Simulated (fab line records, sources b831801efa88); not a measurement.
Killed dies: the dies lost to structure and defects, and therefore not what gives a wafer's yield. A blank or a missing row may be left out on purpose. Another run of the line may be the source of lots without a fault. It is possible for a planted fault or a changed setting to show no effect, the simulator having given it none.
Which tool was responsible? | flow sky130 | 13 lots, 39 wafers sampled, at 4 steps of a route of 708

WHAT THE GAUGES SHOWED, per wafer
SKY_DNWELL_TW_MEAS_09. Usual: for DNWELL_TW the level is 1115 and the standard deviation is 7.3.
lot  | measured    | on           | DNWELL_TW      | flag
L584 | day 3 08:02 | filmMetro-02 | 1104 1101 1097 | 
L585 | day 3 09:32 | filmMetro-03 | 1104 1100 1108 | 
L586 | day 3 13:16 | filmMetro-02 | 1106 1104 1107 | 
L587 | day 3 22:32 | filmMetro-01 | 1125 1124 1132 | 
L588 | day 4 03:58 | filmMetro-01 | 1116 1107 1114 | 
L596 | day 5 21:25 | filmMetro-03 | 1087 1085 1086 | OFF
L598 | day 6 07:17 | filmMetro-02 | 1093 1089 1087 | OFF
L599 | day 6 13:22 | filmMetro-03 | 1117 1110 1109 | 
L601 | day 6 23:17 | filmMetro-01 | 1110 1106 1112 | 
L602 | day 7 06:48 | filmMetro-03 | 1116 1117 1112 | 
L604 | day 7 16:32 | filmMetro-02 | 1116 1112 1115 | 
L605 | day 7 20:55 | filmMetro-01 | 1120 1125 1122 | 
L606 | day 8 03:56 | filmMetro-03 | 1120 1125 1115 | 

SKY_NWELL_OVL_MEAS_10. Usual: for NWELL_00_OVL the level is 0.1 nm and the standard deviation is 1.5.
lot  | measured    | on         | NWELL_00_OVL (nm) | flag
L584 | day 4 16:20 | overlay-02 | 1.0 0.2 0.7       | 
L585 | day 4 17:26 | overlay-01 | 0.2 0.5 -0.4      | 
L586 | day 4 21:41 | overlay-02 | 2.0 2.6 1.7       | 
L587 | day 5 08:38 | overlay-02 | -0.8 -1.9 -2.3    | 
L588 | day 5 14:46 | overlay-01 | -1.0 0.0 -0.3     | 
L596 | day 7 11:13 | overlay-02 | -0.8 -1.5 -2.3    | 
L598 | day 7 22:27 | overlay-02 | 1.4 1.9 2.3       | 
L599 | day 8 05:02 | overlay-01 | -0.9 -1.1 -0.2    | 
L601 | day 8 16:30 | overlay-01 | 2.0 0.4 0.0       | 
L602 | day 8 23:11 | overlay-02 | 0.2 -0.6 -0.1     | 
L604 | day 9 10:58 | overlay-01 | -1.6 -1.5 0.0     | 
L605 | day 9 15:27 | overlay-02 | -0.2 -1.1 -0.4    | 
L606 | day 9 21:29 | overlay-01 | 3.5 2.7 2.4       | 

TOOL THAT RAN EACH LOT (tool first, then ch and the chambers of the sampled wafers, then the start)
lot  | SKY_DNWELL_IMPLANT_07          | SKY_DNWELL_STRIP_08
L584 | implanter-04 ch 0, day 3 07:47 | plasmaAsher-04 ch 0,1, day 3 07:56
L585 | implanter-03 ch 0, day 3 09:18 | plasmaAsher-01 ch 0,1, day 3 09:25
L586 | implanter-01 ch 0, day 3 13:02 | plasmaAsher-01 ch 0,1, day 3 13:10
L587 | implanter-03 ch 0, day 3 22:17 | plasmaAsher-04 ch 0,1, day 3 22:25
L588 | implanter-04 ch 0, day 4 03:43 | plasmaAsher-01 ch 0, day 4 03:52
L596 | implanter-01 ch 0, day 5 21:10 | plasmaAsher-02 ch 0,1, day 5 21:19
L598 | implanter-01 ch 0, day 6 07:04 | plasmaAsher-02 ch 0,1, day 6 07:13
L599 | implanter-03 ch 0, day 6 13:07 | plasmaAsher-04 ch 0,1, day 6 13:16
L601 | implanter-03 ch 0, day 6 23:04 | plasmaAsher-02 ch 0,1, day 6 23:12
L602 | implanter-03 ch 0, day 7 06:34 | plasmaAsher-01 ch 0, day 7 06:41
L604 | implanter-03 ch 0, day 7 16:17 | plasmaAsher-02 ch 1, day 7 16:26
L605 | implanter-03 ch 0, day 7 20:41 | plasmaAsher-01 ch 0,1, day 7 20:49
L606 | implanter-03 ch 0, day 8 03:41 | plasmaAsher-04 ch 0,1, day 8 03:49
- SKY_DNWELL_IMPLANT_07
- SKY_DNWELL_STRIP_08: strips in O2/N2.

AS READ BY THE TOOLS THEMSELVES (means over the sampled wafers that have a number; for cases with no such wafer, the mark the record gives instead)
SKY_DNWELL_STRIP_08. Usual: drypumpMotorCurrentA 5.7 A, standard deviation 0.4; oesProductAu 0.723 a.u., standard deviation 0.0046; stripTimeToEndpointS 36.93 s, standard deviation 0.096.
lot  | tool           | drypumpMotorCurrentA (A) | oesProductAu (a.u.) | stripTimeToEndpointS (s) | flag
L584 | plasmaAsher-04 | 5.7                      | 0.728               | 36.88                    | 
L585 | plasmaAsher-01 | 5.4                      | 0.717               | 36.91                    | 
L586 | plasmaAsher-01 | 5.4                      | 0.722               | 36.84                    | 
L587 | plasmaAsher-04 | 5.6                      | 0.721               | 36.84                    | 
L588 | plasmaAsher-01 | 5.1                      | 0.724               | 37.03                    | 
L596 | plasmaAsher-02 | 6.2                      | 0.720               | 36.87                    | 
L598 | plasmaAsher-02 | 6.0                      | 0.718               | 37.01                    | 
L599 | plasmaAsher-04 | 5.7                      | 0.720               | 36.84                    | 
L601 | plasmaAsher-02 | 6.0                      | 0.727               | 37.05                    | 
L602 | plasmaAsher-01 | 5.1                      | 0.727               | 36.91                    | 
L604 | plasmaAsher-02 | 5.8                      | 0.722               | 36.76                    | 
L605 | plasmaAsher-01 | 5.4                      | 0.725               | 36.97                    | 
L606 | plasmaAsher-04 | 5.7                      | 0.725               | 37.06                    | 

THE ANSWER, worked out from the rows above alone
Rule: lot off if the mean of its wafers having a number is beyond 3 standard deviations from the usual mean. A lot without any number at a reading at which 4 lots or more have one is off too. Any other lot the step has rows for is counted as sound. First the gauges in route order, then the tools' own readings, where a lot's mean is used as printed above. The first step at which some lot is off is used, and at that step the reading that is off furthest; a lot without a number counts as furthest.
Off: at SKY_DNWELL_TW_MEAS_09 (DNWELL_TW), L596, L598.
If a tool, at a process step before that reading, ran all the lots that are off and no sound lot after the first of them, it fits. Gauges at SKY_DNWELL_TW_MEAS_09: tried the same way as those tools. One candidate fits, namely implanter-01 at SKY_DNWELL_IMPLANT_07. A fault onset in the window from L586 (day 3 13:02, its last sound lot) to L596 (day 5 21:10, its first lot off) fits.

WHAT HAD BEEN PUT IN BY THE SIMULATOR
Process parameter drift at SKY_DNWELL_IMPLANT_07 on implanter-01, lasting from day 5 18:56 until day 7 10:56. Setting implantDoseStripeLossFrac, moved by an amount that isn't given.
Lots struck among those shown: L596, L598. The rule above reached the same finding.
